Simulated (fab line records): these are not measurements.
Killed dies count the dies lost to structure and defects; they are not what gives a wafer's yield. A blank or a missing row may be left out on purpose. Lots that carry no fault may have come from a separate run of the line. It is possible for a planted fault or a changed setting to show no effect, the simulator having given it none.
What tool caused it? -- flow gf180mcu -- 14 lots with 42 wafers sampled at 5 steps, on a route of 602 steps

WHAT THE GAUGES READ, wafer by wafer
GF_M1_CD_MEAS_14: the cd target is 230 nm. Usual: cd_nm reads 229.5 nm (standard deviation 0.99).
lot,measured,on,cd_nm (nm),flag
L861,day 17 08:22,cd_sem-02,227.7 227.8 228.8,
L862,day 17 11:55,cd_sem-01,229.5 229.4 229.1,
L863,day 18 00:43,cd_sem-01,227.8 228.6 228.7,
L864,day 18 05:13,cd_sem-01,228.9 227.7 228.6,
L869,day 20 10:18,cd_sem-02,230.4 118.4 229.8 229.9 119.0 229.2,OFF
L870,day 20 16:29,cd_sem-01,227.7 119.7 229.0 228.2 119.7 229.0,OFF
L871,day 20 22:22,cd_sem-02,229.6 229.2 229.4,
L876,day 22 19:56,cd_sem-01,231.0 231.0 229.8,
L877,day 23 06:38,cd_sem-02,229.5 229.2 229.0,
L878,day 23 09:47,cd_sem-02,230.2 230.3 231.2,
L880,day 23 22:27,cd_sem-02,230.2 228.7 229.5,
L881,day 24 08:15,cd_sem-01,230.2 229.8 230.4,
L882,day 24 14:27,cd_sem-02,229.2 230.0 229.1,
L883,day 24 23:08,cd_sem-01,228.3 227.3 227.9,

GF_V1_THK_MEAS_01. Usual: V1_CVD_00_THK 579 nm, standard deviation 5.2.
lot,measured,on,V1_CVD_00_THK (nm),flag
L861,day 17 09:19,film_metro-02,588 580 585,
L862,day 17 12:47,film_metro-01,581 583 579,
L863,day 18 01:36,film_metro-02,580 571 577,
L864,day 18 06:05,film_metro-01,586 580 579,
L869,day 20 17:22,film_metro-04,577 573,
L870,day 20 20:00,film_metro-04,575 577,
L871,day 20 23:14,film_metro-01,585 585 580,
L876,day 22 20:48,film_metro-01,578 575 583,
L877,day 23 07:32,film_metro-01,577 575 571,
L878,day 23 10:43,film_metro-04,578 574 575,
L880,day 23 23:20,film_metro-01,590 586 591,
L881,day 24 09:07,film_metro-04,581 575 586,
L882,day 24 15:19,film_metro-04,584 581 574,
L883,day 25 00:00,film_metro-04,574 577 572,

TOOL THAT RAN EACH LOT (tool first, then ch and the chambers of the sampled wafers, then the start)
lot,GF_SALICIDE_SPUTTER_03,GF_CONTACT_STRIP_18,GF_M1_EXPOSE_11
L861,"pvd_sputter-01, day 15 09:23","plasma_asher-03 ch 0,1, day 16 08:28","krf_scanner-01 ch 0, day 16 20:59"
L862,"pvd_sputter-04, day 15 12:56","plasma_asher-03 ch 0,1, day 16 11:58","krf_scanner-02 ch 0, day 17 00:32"
L863,"pvd_sputter-01, day 16 00:12","plasma_asher-01 ch 0,1, day 17 00:08","krf_scanner-02 ch 0, day 17 12:43"
L864,"pvd_sputter-04, day 16 04:40","plasma_asher-02 ch 0,1, day 17 04:32","krf_scanner-02 ch 0, day 17 17:37"
L869,"pvd_sputter-01, day 18 07:12","plasma_asher-01 ch 0,1, day 19 08:52","krf_scanner-02 ch 0, day 19 22:11"
L870,"pvd_sputter-02, day 18 13:43","plasma_asher-03 ch 1, day 19 15:22","krf_scanner-02 ch 0, day 20 04:41"
L871,"pvd_sputter-04, day 18 18:50","plasma_asher-01 ch 0,1, day 19 20:57","krf_scanner-01 ch 0, day 20 10:59"
L876,"pvd_sputter-01, day 20 17:25","plasma_asher-03 ch 0,1, day 21 19:09","krf_scanner-02 ch 0, day 22 08:47"
L877,"pvd_sputter-02, day 21 05:34","plasma_asher-02 ch 0,1, day 22 06:25","krf_scanner-02 ch 0, day 22 19:34"
L878,"pvd_sputter-04, day 21 07:47","plasma_asher-03 ch 0,1, day 22 08:55","krf_scanner-01 ch 0, day 22 21:55"
L880,"pvd_sputter-04, day 21 21:17","plasma_asher-01 ch 0,1, day 22 22:16","krf_scanner-02 ch 0, day 23 11:41"
L881,"pvd_sputter-01, day 22 08:10","plasma_asher-01 ch 0,1, day 23 09:07","krf_scanner-02 ch 0, day 23 21:19"
L882,"pvd_sputter-01, day 22 14:29","plasma_asher-02 ch 0,1, day 23 15:01","krf_scanner-01 ch 0, day 24 03:11"
L883,"pvd_sputter-04, day 22 23:32","plasma_asher-03 ch 0,1, day 23 23:43","krf_scanner-01 ch 0, day 24 12:46"
- GF_SALICIDE_SPUTTER_03: material TiN, target thk 20 nm, time 16.7 s.
- GF_CONTACT_STRIP_18: strips in O2/N2.
- GF_M1_EXPOSE_11: exposes mask Metal1, target cd 230 nm.

AS READ BY THE TOOLS THEMSELVES (means over the sampled wafers that have a number; for cases with no such wafer, the mark the record gives instead)
GF_SALICIDE_SPUTTER_03. Usual: throttle_valve_pct reads 29.6 % (standard deviation 1.1).
lot,tool,throttle_valve_pct (%),flag
L861,pvd_sputter-01,31.0,
L862,pvd_sputter-04,29.2,
L863,pvd_sputter-01,30.4,
L864,pvd_sputter-04,28.5,
L869,pvd_sputter-01,30.1,
L870,pvd_sputter-02,30.4,
L871,pvd_sputter-04,28.7,
L876,pvd_sputter-01,30.7,
L877,pvd_sputter-02,30.3,
L878,pvd_sputter-04,29.2,
L880,pvd_sputter-04,28.9,
L881,pvd_sputter-01,30.2,
L882,pvd_sputter-01,31.3,
L883,pvd_sputter-04,28.6,

GF_CONTACT_STRIP_18. Usual: drypump_motor_current_A 5.5 A, standard deviation 0.3; heater_power_w 355 W, standard deviation 52; oes_product_au 0.581 a.u., standard deviation 0.0049.
lot,tool,drypump_motor_current_A (A),heater_power_w (W),oes_product_au (a.u.),flag
L861,plasma_asher-03,5.6,331,0.580,
L862,plasma_asher-03,5.6,329,0.586,
L863,plasma_asher-01,5.3,346,0.576,
L864,plasma_asher-02,5.9,359,0.580,
L869,plasma_asher-01,5.3,348,0.583,
L870,plasma_asher-03,5.6,273,0.582,
L871,plasma_asher-01,5.3,350,0.582,
L876,plasma_asher-03,5.5,388,0.589,
L877,plasma_asher-02,5.6,364,0.581,
L878,plasma_asher-03,5.5,385,0.581,
L880,plasma_asher-01,5.3,354,0.582,
L881,plasma_asher-01,5.3,352,0.580,
L882,plasma_asher-02,5.6,357,0.577,
L883,plasma_asher-03,5.5,385,0.576,

GF_M1_EXPOSE_11. Usual: exposure_dose_mJ_cm2 reads 27.97 (standard deviation 0.031).
lot,tool,exposure_dose_mJ_cm2,flag
L861,krf_scanner-01,27.96,
L862,krf_scanner-02,27.98,
L863,krf_scanner-02,27.98,
L864,krf_scanner-02,27.97,
L869,krf_scanner-02,28.00,
L870,krf_scanner-02,28.02,
L871,krf_scanner-01,27.96,
L876,krf_scanner-02,27.99,
L877,krf_scanner-02,27.96,
L878,krf_scanner-01,27.97,
L880,krf_scanner-02,28.00,
L881,krf_scanner-02,28.03,
L882,krf_scanner-01,27.98,
L883,krf_scanner-01,27.96,

THE ANSWER, worked out from the rows above alone
Rule: a lot counts as off when the mean over its wafers that have a number is more than 3 standard deviations away from the usual mean. Also off: a lot with no number at a reading for which 4 or more lots have one. Any other lot the step has rows for is counted as sound. First the gauges in route order, then the tools' own readings, where a lot's mean is used as printed above. At the first step where some lot is off, the reading lying furthest off is the one used; lots without a number count as furthest.
Off, at GF_M1_CD_MEAS_14 on cd_nm: L869, L870.
A tool fits if, at a process step before that reading, it ran every lot that is off, and no sound lot after the first of them. Gauges at GF_M1_CD_MEAS_14: tried the same way as those tools. None of those tried fits.

WHAT THE SIMULATOR PUT IN
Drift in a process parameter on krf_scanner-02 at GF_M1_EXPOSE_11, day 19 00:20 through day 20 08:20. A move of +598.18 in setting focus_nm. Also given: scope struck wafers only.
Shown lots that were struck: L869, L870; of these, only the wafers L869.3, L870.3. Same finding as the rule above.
